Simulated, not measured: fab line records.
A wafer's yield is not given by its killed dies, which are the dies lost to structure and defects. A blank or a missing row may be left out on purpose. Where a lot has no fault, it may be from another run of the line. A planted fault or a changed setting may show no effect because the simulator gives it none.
Which tool did it?    flow sfqLine    Sampling: 14 lots, 42 wafers, 5 of 325 route steps

## WHAT THE GAUGES READ, wafer by wafer
SFQ_JJ_OVL_MEAS_931.
lot   measured      on          J5_OVL (nm)
L742  day 50 02:24  overlay-01  -6 -7 -11
L743  day 50 06:00  overlay-02  4 4 4
L745  day 51 09:40  overlay-01  4 5 -3
L746  day 51 14:27  overlay-02  -2 -1 -1
L747  day 51 18:03  overlay-02  2 -1 3
L748  day 52 08:28  overlay-01  -2 -7 -5
L749  day 52 19:04  overlay-01  -3 -1 1
L750  day 53 01:27  overlay-01  0 4 4
L751  day 53 05:01  overlay-01  1 1 -1
L752  day 60 01:36  overlay-02  -3 6 -2
L761  day 62 13:45  overlay-01  -6 -5 0
L762  day 63 05:21  overlay-02  -5 -6 -6
L764  day 63 23:28  overlay-02  1 5 4
L765  day 64 12:40  overlay-01  -1 2 2

SFQ_I7_BOW_MEAS_946.
lot   measured      on            I7_BOW (um)
L742  day 78 21:42  filmMetro-03  7 10 5
L743  day 79 06:44  filmMetro-03  4 0 7
L745  day 79 12:46  filmMetro-04  6 -6 -2
L746  day 80 12:07  filmMetro-01  7 8 15
L747  day 80 13:06  filmMetro-03  -4 -1 -4
L748  day 80 15:08  filmMetro-04  13 11 10
L749  day 80 16:07  filmMetro-01  14 18 24
L750  day 80 18:07  filmMetro-04  16 22 21
L751  day 80 19:06  filmMetro-03  20 8 14
L752  day 85 21:16  filmMetro-01  17 3 9
L761  day 87 07:31  filmMetro-04  15 9 17
L762  day 87 17:40  filmMetro-04  -7 -9 -3
L764  day 88 07:15  filmMetro-04  32 14 36
L765  day 88 09:40  filmMetro-01  6 13 3

## WHICH TOOL RAN EACH LOT (tool, then ch and the chambers of the sampled wafers, then the start)
lot   SFQ_TRILAYER_L0_CAP_PECVD_011   SFQ_TRILAYER_L0_VIA_ETCH_VIA_ETCH_016  SFQ_TRILAYER_M1_BARC_OPEN_METAL_ETCH_054
L742  pecvd-04 ch 0,1, day 2 09:46    rieDiel-02 ch 0,1,2, day 5 07:44       rieMetal-02 ch 0,1, day 11 09:32
L743  pecvd-01 ch 0,1, day 2 14:34    rieDiel-02 ch 0,3, day 5 11:20         rieMetal-04 ch 0,1, day 11 15:32
L745  pecvd-01 ch 1,2, day 3 00:10    rieDiel-02 ch 2,3, day 6 00:32         rieMetal-04 ch 0,1, day 12 05:56
L746  pecvd-01 ch 0,1, day 3 04:29    rieDiel-04 ch 0,1,3, day 6 05:20       rieMetal-04 ch 0,1, day 12 11:56
L747  pecvd-01 ch 1,2, day 3 09:33    rieDiel-02 ch 2,3, day 6 11:20         rieMetal-01 ch 0,1, day 12 13:08
L748  pecvd-01 ch 0,1, day 3 12:10    rieDiel-01 ch 1,3, day 6 14:29         rieMetal-04 ch 1, day 12 16:44
L749  pecvd-01 ch 0,1,2, day 3 18:10  rieDiel-02 ch 0,1,2, day 6 21:29       rieMetal-02 ch 0,1, day 13 02:20
L750  pecvd-04 ch 0,1,2, day 4 00:10  rieDiel-01 ch 0,1,2, day 7 04:41       rieMetal-04 ch 0,1, day 13 10:44
L751  pecvd-04 ch 0,2, day 4 03:46    rieDiel-04 ch 1,3, day 7 08:17         rieMetal-02 ch 0,1, day 13 15:32
L752  pecvd-01 ch 0,1,2, day 4 06:11  rieDiel-02 ch 0,1,3, day 7 10:41       rieMetal-01 ch 0,1, day 13 19:09
L761  pecvd-04 ch 0,2, day 6 01:22    rieDiel-02 ch 1,2,3, day 9 11:53       rieMetal-02 ch 0,1, day 17 04:20
L762  pecvd-03 ch 0,1,2, day 6 07:23  rieDiel-02 ch 1,2,3, day 9 21:35       rieMetal-02 ch 0, day 17 06:32
L764  pecvd-04 ch 0,1,2, day 6 15:46  rieDiel-04 ch 0,2, day 10 08:23        rieMetal-04 ch 0,1, day 17 23:20
L765  pecvd-04 ch 0,1,2, day 6 21:55  rieDiel-02 ch 0,1,3, day 10 14:23      rieMetal-01 ch 0,1, day 18 05:20
- SFQ_TRILAYER_L0_CAP_PECVD_011: deposits SiO2 from SiH4/N2O, time 13.333 s, target thk 60 nm.
- SFQ_TRILAYER_L0_VIA_ETCH_VIA_ETCH_016: etches SiO2 in CHF3, stops on MoNx KI, target depth 80 nm.
- SFQ_TRILAYER_M1_BARC_OPEN_METAL_ETCH_054: etches BARC in O2, target depth 125 nm, time 41.7 s.

## AS READ BY THE TOOLS THEMSELVES (means over the sampled wafers that have a number; for cases with no such wafer, the mark the record gives instead)
SFQ_TRILAYER_L0_CAP_PECVD_011.
lot   tool      heaterPowerW (W)  throttleValvePct (%)
L742  pecvd-04  74                25.1
L743  pecvd-01  80                25.0
L745  pecvd-01  93                23.3
L746  pecvd-01  74                25.2
L747  pecvd-01  94                23.2
L748  pecvd-01  77                24.2
L749  pecvd-01  87                24.1
L750  pecvd-04  82                25.2
L751  pecvd-04  84                25.8
L752  pecvd-01  87                24.2
L761  pecvd-04  93                25.9
L762  pecvd-03  73                25.7
L764  pecvd-04  78                25.2
L765  pecvd-04  78                25.1

SFQ_TRILAYER_L0_VIA_ETCH_VIA_ETCH_016.
lot   tool        biasW (W)  drypumpMotorCurrentA (A)  oesProductAu (a.u.)
L742  rieDiel-02  79.97      5.7                       0.841
L743  rieDiel-02  79.97      6.2                       0.830
L745  rieDiel-02  80.26      6.2                       0.842
L746  rieDiel-04  79.93      5.7                       0.843
L747  rieDiel-02  79.91      5.9                       0.845
L748  rieDiel-01  79.92      5.2                       0.848
L749  rieDiel-02  79.98      5.7                       0.797
L750  rieDiel-01  79.60      5.7                       0.840
L751  rieDiel-04  80.08      5.7                       0.833
L752  rieDiel-02  79.97      5.9                       0.812
L761  rieDiel-02  80.02      5.8                       0.850
L762  rieDiel-02  80.03      5.8                       0.831
L764  rieDiel-04  79.88      5.6                       0.839
L765  rieDiel-02  79.91      5.9                       0.837

SFQ_TRILAYER_M1_BARC_OPEN_METAL_ETCH_054.
lot   tool         biasW (W)  drypumpMotorCurrentA (A)  oesProductAu (a.u.)
L742  rieMetal-02  80.02      5.1                       0.681
L743  rieMetal-04  79.53      5.8                       0.687
L745  rieMetal-04  79.98      5.8                       0.687
L746  rieMetal-04  80.21      5.4                       0.688
L747  rieMetal-01  80.30      5.3                       0.683
L748  rieMetal-04  80.26      6.2                       0.687
L749  rieMetal-02  80.04      5.5                       0.684
L750  rieMetal-04  80.25      5.4                       0.684
L751  rieMetal-02  80.25      5.1                       0.679
L752  rieMetal-01  79.90      5.3                       0.688
L761  rieMetal-02  80.29      5.5                       0.690
L762  rieMetal-02  80.03      5.8                       0.684
L764  rieMetal-04  80.09      5.8                       0.683
L765  rieMetal-01  80.27      5.3                       0.683

## THE ANSWER, worked out from the rows above alone
Rule: the lots themselves supply what counts as usual. Put in order of their means at a reading, lots are off if they are a third of the lots or fewer, leave a main group of 4 or more, and stand apart from it by a gap of 3 or more times the standard deviation of the main group's means; of several such gaps the widest counts. Not used: any main group whose means are identical at the precision the tables above print for the reading. Also off: a lot with no number at a reading for which 4 or more lots have one. All remaining lots with rows at the step are treated as sound. After the gauges, taken in route order, come the tools' own readings; for these a lot's mean is taken, as printed above. The first step at which some lot is off is used, and at that step the reading that is off furthest; a lot without a number counts as furthest.
No lot is off at any reading shown: from this, nothing can be told.

## WHAT HAD BEEN PUT IN BY THE SIMULATOR
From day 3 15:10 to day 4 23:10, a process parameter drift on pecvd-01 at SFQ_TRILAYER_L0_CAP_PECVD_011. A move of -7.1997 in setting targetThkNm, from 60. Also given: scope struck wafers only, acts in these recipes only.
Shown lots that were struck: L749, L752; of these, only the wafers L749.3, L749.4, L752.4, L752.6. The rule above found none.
